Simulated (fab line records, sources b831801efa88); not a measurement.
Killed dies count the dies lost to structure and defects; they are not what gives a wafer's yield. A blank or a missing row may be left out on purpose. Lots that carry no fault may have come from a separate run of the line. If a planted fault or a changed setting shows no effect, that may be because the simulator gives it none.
Which of the tools did it? -- flow sky130 -- 33 wafers from 11 lots sampled at 5 of the route's 708 steps

== WHAT THE GAUGES SHOWED, per wafer ==
SKY_VIA1_THK_MEAS_23: measures by xrf.
lot,measured,on,VIA1_W_THK (nm)
L212,day 33 00:06,film-metro-02,269 270 273
L213,day 34 01:14,film-metro-03,268 271 272
L214,day 34 16:31,film-metro-04,273 273 270
L217,day 35 21:26,film-metro-04,275 275 274
L219,day 36 18:34,film-metro-04,275 277 274
L221,day 37 11:51,film-metro-03,273 272 273
L222,day 37 20:06,film-metro-04,272 278 273
L223,day 38 00:10,film-metro-03,271 275 275
L225,day 39 18:04,film-metro-02,270 270 269
L227,day 39 20:44,film-metro-04,276 272 272
L230,day 40 03:19,film-metro-02,271 277 277

== WHICH TOOL RAN EACH LOT (tool, then ch and the chambers of the sampled wafers, then the start) ==
lot,SKY_VIA1_CMP_02,SKY_VIA1_ETCH_14,SKY_VIA1_STRIP_16,SKY_VIA1_SPUTTER_20
L212,"cmp-02 ch 1,2, day 31 12:51","rie-diel-03 ch 0,2,3, day 32 23:01","plasma-asher-03 ch 0,1, day 32 23:06","pvd-sputter-03, day 32 23:49"
L213,"cmp-01 ch 0,1,3, day 33 00:39","rie-diel-04 ch 0,2,3, day 34 00:16","plasma-asher-01 ch 0,1, day 34 00:21","pvd-sputter-03, day 34 00:56"
L214,"cmp-02 ch 0,2, day 33 16:04","rie-diel-04 ch 0,1, day 34 15:34","plasma-asher-03 ch 0,1, day 34 15:39","pvd-sputter-04, day 34 16:14"
L217,"cmp-02 ch 0,2,3, day 34 17:37","rie-diel-04 ch 1,2,3, day 35 20:28","plasma-asher-03 ch 0,1, day 35 20:33","pvd-sputter-02, day 35 21:09"
L219,"cmp-01 ch 2,3, day 35 15:30","rie-diel-03 ch 0,3, day 36 17:34","plasma-asher-01 ch 0,1, day 36 17:39","pvd-sputter-03, day 36 18:17"
L221,"cmp-02 ch 1,2,3, day 36 11:02","rie-diel-03 ch 1,2,3, day 37 10:52","plasma-asher-02 ch 0,1, day 37 10:57","pvd-sputter-03, day 37 11:35"
L222,"cmp-01 ch 1,2,3, day 36 16:13","rie-diel-03 ch 0,2,3, day 37 19:07","plasma-asher-01 ch 0,1, day 37 19:12","pvd-sputter-02, day 37 19:50"
L223,"cmp-01 ch 0,1, day 36 21:01","rie-diel-01 ch 0,1,2, day 37 23:13","plasma-asher-01 ch 1, day 37 23:18","pvd-sputter-02, day 37 23:53"
L225,"cmp-01 ch 1,3, day 38 15:22","rie-diel-03 ch 0,1,3, day 39 17:04","plasma-asher-01 ch 1, day 39 17:09","pvd-sputter-04, day 39 17:47"
L227,"cmp-01 ch 0,1,3, day 38 17:59","rie-diel-03 ch 0,1,2, day 39 19:46","plasma-asher-03 ch 0,1, day 39 19:53","pvd-sputter-02, day 39 20:27"
L230,"cmp-01 ch 1,2,3, day 39 00:17","rie-diel-03 ch 0,1, day 40 02:19","plasma-asher-03 ch 0,1, day 40 02:24","pvd-sputter-03, day 40 03:02"
- SKY_VIA1_CMP_02: polishes SiO2.
- SKY_VIA1_ETCH_14: etches BARC in N2/H2, stops on SiO2, time 45.9 s, target depth 60 nm.
- SKY_VIA1_STRIP_16: strips in O2/N2.
- SKY_VIA1_SPUTTER_20: material TiN, target thk 20 nm, time 80 s.

== AS READ BY THE TOOLS THEMSELVES (means over the sampled wafers that have a number; for cases with no such wafer, the mark the record gives instead) ==
SKY_VIA1_CMP_02.
lot,tool,motor-current-A (A)
L212,cmp-02,12.7
L213,cmp-01,11.9
L214,cmp-02,13.0
L217,cmp-02,13.2
L219,cmp-01,12.8
L221,cmp-02,12.3
L222,cmp-01,12.0
L223,cmp-01,11.3
L225,cmp-01,12.6
L227,cmp-01,11.6
L230,cmp-01,12.4

SKY_VIA1_ETCH_14.
lot,tool,drypump-motor-current-A (A),oes-product-au (a.u.),rf-fwd-power-W (W),throttle-valve-pct (%)
L212,rie-diel-03,5.6,0.853,495.6,13.223
L213,rie-diel-04,6.1,0.856,493.5,13.214
L214,rie-diel-04,5.8,0.862,493.8,13.237
L217,rie-diel-04,5.9,0.855,493.1,13.226
L219,rie-diel-03,5.3,0.855,496.0,13.236
L221,rie-diel-03,5.7,0.853,495.8,13.228
L222,rie-diel-03,5.6,0.855,496.2,13.225
L223,rie-diel-01,5.5,0.858,495.6,13.225
L225,rie-diel-03,5.6,0.854,495.5,13.223
L227,rie-diel-03,5.9,0.853,496.0,13.217
L230,rie-diel-03,5.9,0.854,493.2,13.226

SKY_VIA1_STRIP_16.
lot,tool,drypump-motor-current-A (A),o2-flow-sccm (sccm),oes-product-au (a.u.),strip-time-to-endpoint-s (s)
L212,plasma-asher-03,5.6,3003,0.413,4.476
L213,plasma-asher-01,5.6,3004,0.417,4.461
L214,plasma-asher-03,5.4,2993,0.410,4.423
L217,plasma-asher-03,5.6,3003,0.418,4.453
L219,plasma-asher-01,5.6,3003,0.421,4.468
L221,plasma-asher-02,6.3,2988,0.418,4.476
L222,plasma-asher-01,5.7,3000,0.418,4.458
L223,plasma-asher-01,5.9,3006,0.414,4.438
L225,plasma-asher-01,5.9,2998,0.418,4.450
L227,plasma-asher-03,5.6,3010,0.416,4.499
L230,plasma-asher-03,5.5,3001,0.418,4.511

SKY_VIA1_SPUTTER_20.
lot,tool,throttle-valve-pct (%)
L212,pvd-sputter-03,30.4
L213,pvd-sputter-03,30.4
L214,pvd-sputter-04,30.2
L217,pvd-sputter-02,29.9
L219,pvd-sputter-03,29.9
L221,pvd-sputter-03,30.5
L222,pvd-sputter-02,30.6
L223,pvd-sputter-02,29.3
L225,pvd-sputter-04,30.4
L227,pvd-sputter-02,29.3
L230,pvd-sputter-03,30.2

== THE ANSWER, worked out from the rows above alone ==
Rule: usual is defined by the lots themselves. The widest of any qualifying gaps counts: lots, ordered by their means at a reading, are off when they make up no more than a third of the lots, leave a main group of 4 or more, and stand apart from it by 3 or more times the standard deviation of that group's means. If all means in a main group match to the digits the tables above print for the reading, that group is not used. A lot without any number at a reading at which 4 lots or more have one is off too. The other lots that the step has rows for count as sound. First the gauges in route order, then the tools' own readings, where a lot's mean is used as printed above. The first step at which some lot is off is used, and at that step the reading that is off furthest; a lot without a number counts as furthest.
None of the lots is off at any reading shown; this tells nothing.

== WHAT WAS PUT IN BY THE SIMULATOR ==
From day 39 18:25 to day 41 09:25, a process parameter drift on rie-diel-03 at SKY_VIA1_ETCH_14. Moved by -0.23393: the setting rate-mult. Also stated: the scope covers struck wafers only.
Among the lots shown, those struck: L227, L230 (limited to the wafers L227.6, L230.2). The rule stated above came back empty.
